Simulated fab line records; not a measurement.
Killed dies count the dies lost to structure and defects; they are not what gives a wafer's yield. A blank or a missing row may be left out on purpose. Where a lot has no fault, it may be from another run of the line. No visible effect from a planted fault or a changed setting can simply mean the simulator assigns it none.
Lot-split experiment ; flow sky130 ; on a route of 708 steps: 5 lots, 23 wafers read

ABOUT THE SPLIT
At SKY_SD_N_SOFTBAKE_03 (time 60 s), the setting temp_c was moved away from the recipe's 90 C on 8 of the 23 wafers read, by +3.2% to +4.0%. This setting was run at the recipe's value on the other wafers.

Reading taken at the split's own step.

THE READING
NOVOLAK_of_SD_N_COAT_02.thk_nm (the simulator's own value, which no gauge read), in nm, at SKY_SD_N_SOFTBAKE_03 (time 60 s). No usual value for it is given in the file. Across the 15 wafers here that went through the recipe, the average is 1140 nm and the standard deviation 3 nm.

wafer;tool, chamber at the split;temp_c as run, C;against the recipe;NOVOLAK_of_SD_N_COAT_02.thk_nm, nm;against lot-mates on the recipe
L074.1;litho_track-01, 0;90;recipe;1135;-
L074.3;litho_track-01, 0;90;recipe;1138;-
L074.4;litho_track-01, 0;92.86;+3.2%;1131;-6
L074.5;litho_track-01, 0;92.86;+3.2%;1130;-7
L074.6;litho_track-01, 0;90;recipe;1139;-
L076.1;litho_track-03, 0;90;recipe;1142;-
L076.2;litho_track-03, 0;90;recipe;1141;-
L076.6;litho_track-03, 0;90;recipe;1139;-
L077.1;litho_track-03, 0;93.63;+4.0%;1130;-8
L077.3;litho_track-03, 0;90;recipe;1137;-
L077.4;litho_track-03, 0;90;recipe;1139;-
L077.5;litho_track-03, 0;93.63;+4.0%;1125;-13
L077.6;litho_track-03, 0;93.63;+4.0%;1125;-13
L081.1;litho_track-01, 0;90;recipe;1140;-
L081.2;litho_track-01, 0;90;recipe;1132;-
L081.3;litho_track-01, 0;93.29;+3.7%;1124;-12
L081.4;litho_track-01, 0;93.29;+3.7%;1125;-11
L081.6;litho_track-01, 0;93.29;+3.7%;1128;-8
L083.1;litho_track-04, 0;90;recipe;1143;-
L083.3;litho_track-04, 0;90;recipe;1143;-
L083.6;litho_track-04, 0;90;recipe;1143;-
L083.2;litho_track-04, 0;90;recipe;1141;-
L083.4;litho_track-04, 0;90;recipe;1141;-

THE FIT
A straight line over all 23 wafers: NOVOLAK_of_SD_N_COAT_02.thk_nm changes by -3.35 nm for each +1% of temp_c; r = -0.91; the points scatter about the line by 2.9 nm.
The same after taking each lot's own level away (the mean of its wafers on the recipe; 23 wafers): -2.7 nm for each +1%; r = -0.93; scatter 2 nm.
That fit puts the effect of the largest move of temp_c on the reading at 11 nm.
The span of the lots' own levels, 1136.0 to 1142.2 nm, comes to 2.1 times the standard deviation stated above.
So the lot-to-lot level changes the slope: the two fits differ.
Check: with one of the wafers moved furthest among these (+4.0%) left out of the fit, the line predicts -11.4 nm for it against its lot-mates. It came out at -8 nm against them.

THE OTHER SPLITS THESE WAFERS WENT THROUGH
Before the reading, these wafers also passed through other splits. Each is held against what the fit with the lots' levels taken away leaves over:
other split on the same wafers;wafers away from the commonest value;r with NOVOLAK_of_SD_N_COAT_02.thk_nm (lot level and that fit taken away)
SKY_LDD_P_DEVELOP_06 dev_temp_c;8;+0.01
SKY_LDD_HVN_IMPLANT_08 energy_kev;10;+0.22
SKY_LDD_LDN_IMPLANT_10 energy_kev;8;-0.17
SKY_SD_P_DEVELOP_06 develop_time_s;11;-0.06
SKY_RES_XHIGH_IMPLANT_07 dose_cm2;8;+0.00

THE WHOLE CHAIN: every reading that the file lists as answering this split, in the file's order
step;what it does;reading;change (the file's fit);r (the file's)
SKY_SD_N_SOFTBAKE_03;time 60 s;NOVOLAK_of_SD_N_COAT_02.thk_nm (the simulator's own value, which no gauge read);-2.65 nm for each +1% of the setting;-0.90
SKY_SD_N_STRIP_11;strips in O2/N2;strip_time_to_endpoint_s;withheld for each +1% of the setting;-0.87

FILE'S OWN FIT
NOVOLAK_of_SD_N_COAT_02.thk_nm changes by -2.65 nm for each +1% of temp_c, r = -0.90.
